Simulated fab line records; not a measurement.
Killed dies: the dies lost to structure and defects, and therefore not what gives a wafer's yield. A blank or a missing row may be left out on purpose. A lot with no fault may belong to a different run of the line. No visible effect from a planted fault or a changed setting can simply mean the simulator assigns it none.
A lot that was struck, set against a sound lot / flow gf180mcu / 30 steps out of a route of 602
Sound: these wafers, L908.1, L908.5, L908.6. Struck: wafer L900.5 (left out: L900.3, a lot-mate that was not struck); the cause follows at the end.
Order at every step that has rows: each side's tool, ch and its chambers, its first start. Under that, the readings that differ: sound wafers / struck wafers / difference of the means / sigmas: that difference in standard deviations of wafers without a fault.
alike: readings whose means differ by less than 2 such deviations, and words and numbers that are the same on both sides. not compared: withheld readings, readings that some wafer has no value for, bounds like >300 that may hide the same value, and numbers for which the record gives no deviation and whose values overlap.
A row with sigmas, a row that says differs or no value, or rows on one side alone: a step with any of these is where the two part. Non-overlapping numbers with no deviation appear without sigmas and do not part them. Lack of a reading on every wafer of one side parts them only where that side has two or more wafers.

first, 3 steps without rows for these wafers: GF_PSD_EXPOSE_04 (exposes mask Pplus, target cd 400 nm); GF_PSD_PEB_05; GF_PSD_DEVELOP_06 (develop time 60 s).
GF_PSD_CD_MEAS_07: the cd target is 400 nm.
  sound on cd sem-02, day 19 06:44; struck on cd sem-02, day 16 11:38
  alike: cd nm
GF_PSD_OVL_MEAS_08:
  sound on overlay-01, day 19 06:51; struck on overlay-02, day 16 11:43
  alike: PSD_OVL
then, 1 step without rows for these wafers: GF_PSD_IMPLANT_09.
GF_PSD_STRIP_10: strips in O2/N2.
  sound on plasma asher-01 ch 0,1, day 19 07:02; struck on plasma asher-02 ch 0, day 16 11:56
  alike: drypump motor current A, heater power w, oes product au, strip time to endpoint s
  not compared: rf hours counter h
GF_PSD_TW_MEAS_11:
  sound on film metro-02, day 19 07:08; struck on film metro-02, day 16 12:01
  alike: PSD_TW
then, 1 step without rows for these wafers: GF_PSD_CLEAN_12 (cleans in SC1/SC2, time 150 s).
GF_PSD_RTA_13: time 20 s.
  sound on rtp anneal-01 ch 0, day 19 07:16; struck on rtp anneal-02 ch 0, day 16 12:08
reading=lamp power pct (%); sound=33.0 33.0 33.0; struck=34.2; difference=+1.2; sigmas=+2
  alike: wafer_temp_C_max
GF_PSD_RS_MEAS_14: a four-point-probe measurement.
  sound on film metro-04, day 19 07:20; struck on film metro-01, day 16 12:14
  alike: NSD_RS
GF_PSD_RS_MEAS_15: a four-point-probe measurement.
  sound on film metro-04, day 19 07:28; struck on film metro-01, day 16 12:21
  alike: PSD_RS
GF_SAB_CVD_00: deposits SiO2 from TEOS, target thk 50 nm, time 4.9302 s.
  sound on pecvd-02 ch 0,1,2, day 19 07:35; struck on pecvd-02 ch 1, day 16 12:26
reading=model.SiO2_of_SAB_CVD_00.thk nm (nm); sound=49.73 49.7 50.59; struck=47.99; difference=-2.02; sigmas=
  alike: heater power w
GF_SAB_THK_MEAS_01:
  sound on film metro-04, day 19 07:36; struck on film metro-03, day 16 12:28
reading=SAB_CVD_00_THK (nm); sound=49.7 49.7 50.5; struck=48.0; difference=-2.0; sigmas=-3
then, 7 steps without rows for these wafers: GF_SAB_DEHYDRATE_02 (time 60 s); GF_SAB_HMDS_03 (prime time 60 s); GF_SAB_COAT_04 (resist thk 1000 nm); GF_SAB_SOFTBAKE_05 (time 60 s); GF_SAB_EXPOSE_06 (exposes mask SAB, target cd 420 nm); GF_SAB_PEB_07; GF_SAB_DEVELOP_08 (develop time 60 s).
GF_SAB_CD_MEAS_09: the cd target is 420 nm.
  sound on cd sem-02, day 20 07:47; struck on cd sem-01, day 17 11:02
reading=cd nm (nm); sound=417.9 419.7 419.5; struck=424.4; difference=+5.4; sigmas=+3
GF_SAB_OVL_MEAS_10:
  sound on overlay-01, day 20 07:55; struck on overlay-01, day 17 11:08
  alike: SAB_OVL
GF_SAB_ETCH_11: etches SiO2 in C4F8/O2/Ar, target depth 55 nm, time 8.5 s.
  sound on rie diel-03 ch 0,1,2, day 20 07:57; struck on rie diel-02 ch 3, day 17 11:10
  alike: oes product au
  not compared: rf hours counter h
then, 1 step without rows for these wafers: GF_SAB_WET_ETCH_12 (etches SiO2 in dHF, target depth 22 nm, time 440 s).
GF_SAB_STRIP_13: strips in O2/N2.
  sound on plasma asher-01 ch 0,1, day 20 08:07; struck on plasma asher-02 ch 1, day 17 11:23
reading=heater power w (W); sound=266 323 278; struck=393; difference=+104; sigmas=+2
  alike: drypump motor current A, oes product au, strip time to endpoint s
  not compared: rf hours counter h
then, 1 step without rows for these wafers: GF_SALICIDE_CLEAN_00 (cleans in SC1/SC2, time 150 s).
GF_SALICIDE_WET_ETCH_01: etches SiO2 in dHF, target depth 5 nm, time 100 s.
  sound on wet bench-01 ch 2, day 20 08:16; struck on wet bench-03 ch 2, day 17 11:30
reading=model.SiO2_of_SAB_CVD_00.thk nm (nm); sound=39.33 39.28 40.19; struck=37.32; difference=-2.28; sigmas=
  alike: temp c
GF_SALICIDE_SPUTTER_02: material Co, target thk 10 nm, time 20 s.
  sound on pvd sputter-02, day 20 08:18; struck on pvd sputter-03, day 17 11:32
  alike: throttle valve pct
-- the record jumps here: 13 days lie between the struck wafers' starts before and after (it left off in module SALICIDE and takes up again in module PASSIVATION, whose first step shown is number 602 of the route) --
GF_PASSIVATION_PROBE_99:
  the record has rows for the struck wafers here (prober-02, day 30 23:09) and none for the sound ones

== WHERE THEY PART ==
Last at GF_PASSIVATION_PROBE_99 as far as this record goes, first at GF_PSD_RTA_13.

WHY: what had been put in by the simulator
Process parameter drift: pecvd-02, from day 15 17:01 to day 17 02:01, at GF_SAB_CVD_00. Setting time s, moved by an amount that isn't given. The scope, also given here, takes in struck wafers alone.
